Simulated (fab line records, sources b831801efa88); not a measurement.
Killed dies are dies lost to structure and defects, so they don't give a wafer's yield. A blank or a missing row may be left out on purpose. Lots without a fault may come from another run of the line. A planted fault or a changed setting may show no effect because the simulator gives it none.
Split-lot experiment | flow sfq_line | 5 lots, 23 wafers read, on a route of 325 steps

THE SPLIT
At SFQ_TRILAYER_JJ_CE_LITHO_COAT_119 (resist thk 62 nm), the setting spin_rpm was moved away from the recipe's 3000 rpm on 5 of the 23 wafers read, by -4.9% to +2.6%. The other wafers ran this setting at the recipe's value.

The reading is taken at the split's own step.

THE READING
BARC_of_TRILAYER_JJ_CE_LITHO_COAT_119.thk_nm (the simulator's own value, which no gauge read), in nm, at SFQ_TRILAYER_JJ_CE_LITHO_COAT_119 (resist thk 62 nm). The file gives no usual value for it. The 18 wafers here that ran the recipe average 61.87 nm, standard deviation 0.14 nm.

wafer  | tool, chamber at the split | spin_rpm as run, rpm | against the recipe | BARC_of_TRILAYER_JJ_CE_LITHO_COAT_119.thk_nm, nm | against lot-mates on the recipe
L074.1 | litho_track-03, 0          | 3000                 | recipe             | 61.83                                            | -
L074.5 | litho_track-03, 0          | 3000                 | recipe             | 61.93                                            | -
L074.6 | litho_track-03, 0          | 3000                 | recipe             | 61.97                                            | -
L076.1 | litho_track-01, 0          | 3000                 | recipe             | 61.63                                            | -
L076.2 | litho_track-01, 0          | 3000                 | recipe             | 61.81                                            | -
L076.4 | litho_track-01, 0          | 3079                 | +2.6%              | 60.94                                            | -0.84
L076.5 | litho_track-01, 0          | 3079                 | +2.6%              | 61.05                                            | -0.73
L076.6 | litho_track-01, 0          | 3000                 | recipe             | 61.91                                            | -
L077.2 | litho_track-03, 0          | 3000                 | recipe             | 61.72                                            | -
L077.3 | litho_track-03, 0          | 3000                 | recipe             | 61.69                                            | -
L077.4 | litho_track-03, 0          | 3000                 | recipe             | 61.65                                            | -
L077.5 | litho_track-03, 0          | 3000                 | recipe             | 61.78                                            | -
L077.6 | litho_track-03, 0          | 3000                 | recipe             | 61.88                                            | -
L081.1 | litho_track-03, 0          | 2854                 | -4.9%              | 63.5                                             | +1.52
L081.2 | litho_track-03, 0          | 3000                 | recipe             | 62.12                                            | -
L081.3 | litho_track-03, 0          | 2854                 | -4.9%              | 63.72                                            | +1.74
L081.4 | litho_track-03, 0          | 2854                 | -4.9%              | 63.56                                            | +1.58
L081.5 | litho_track-03, 0          | 3000                 | recipe             | 61.84                                            | -
L083.1 | litho_track-03, 0          | 3000                 | recipe             | 61.95                                            | -
L083.2 | litho_track-03, 0          | 3000                 | recipe             | 61.95                                            | -
L083.4 | litho_track-03, 0          | 3000                 | recipe             | 61.94                                            | -
L083.5 | litho_track-03, 0          | 3000                 | recipe             | 62.06                                            | -
L083.6 | litho_track-03, 0          | 3000                 | recipe             | 62.04                                            | -

THE FIT
A straight line over all 23 wafers: BARC_of_TRILAYER_JJ_CE_LITHO_COAT_119.thk_nm changes by -0.35 nm for each +1% of spin_rpm; r = -0.98; the points scatter about the line by 0.13 nm.
The same after taking each lot's own level away (the mean of its wafers on the recipe; 23 wafers): -0.325 nm for each +1%; r = -0.99; scatter 0.092 nm.
On that fit, the largest move of spin_rpm shifts the reading by 1.6 nm.
The lots' own levels span 61.744 to 61.988 nm, that is 1.8 times the standard deviation above.
So the lot-to-lot level changes the slope little: the two slopes agree.
Check: with one of the wafers moved furthest among these (-4.9%) left out of the fit, the line predicts +1.62 nm for it against its lot-mates. It came out at +1.52 nm against them.

OTHER SPLITS ON THESE WAFERS
These wafers also went through other splits before the reading. Each is held against what the fit with the lots' levels taken away leaves over:
other split on the same wafers               | wafers away from the commonest value | r with BARC_of_TRILAYER_JJ_CE_LITHO_COAT_119.thk_nm (lot level and that fit taken away)
SFQ_TRILAYER_M3_LITHO_PEB_078 peb_time_s     | 9                                    | +0.11
SFQ_TRILAYER_I3_DEP_PECVD_081 time_s         | 8                                    | +0.05
SFQ_TRILAYER_I3_VIA_LITHO_EXPOSE_086 dose_mj | 8                                    | -0.25
SFQ_TRILAYER_M4_LITHO_COAT_093 spin_rpm      | 10                                   | -0.05
SFQ_TRILAYER_M4_LITHO_EXPOSE_094 dose_mj     | 11                                   | -0.01
SFQ_TRILAYER_I4_VIA_LITHO_PEB_106 peb_time_s | 9                                    | -0.06

THE FILE'S OWN FIT
BARC_of_TRILAYER_JJ_CE_LITHO_COAT_119.thk_nm changes by -0.325 nm for each +1% of spin_rpm, r = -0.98.
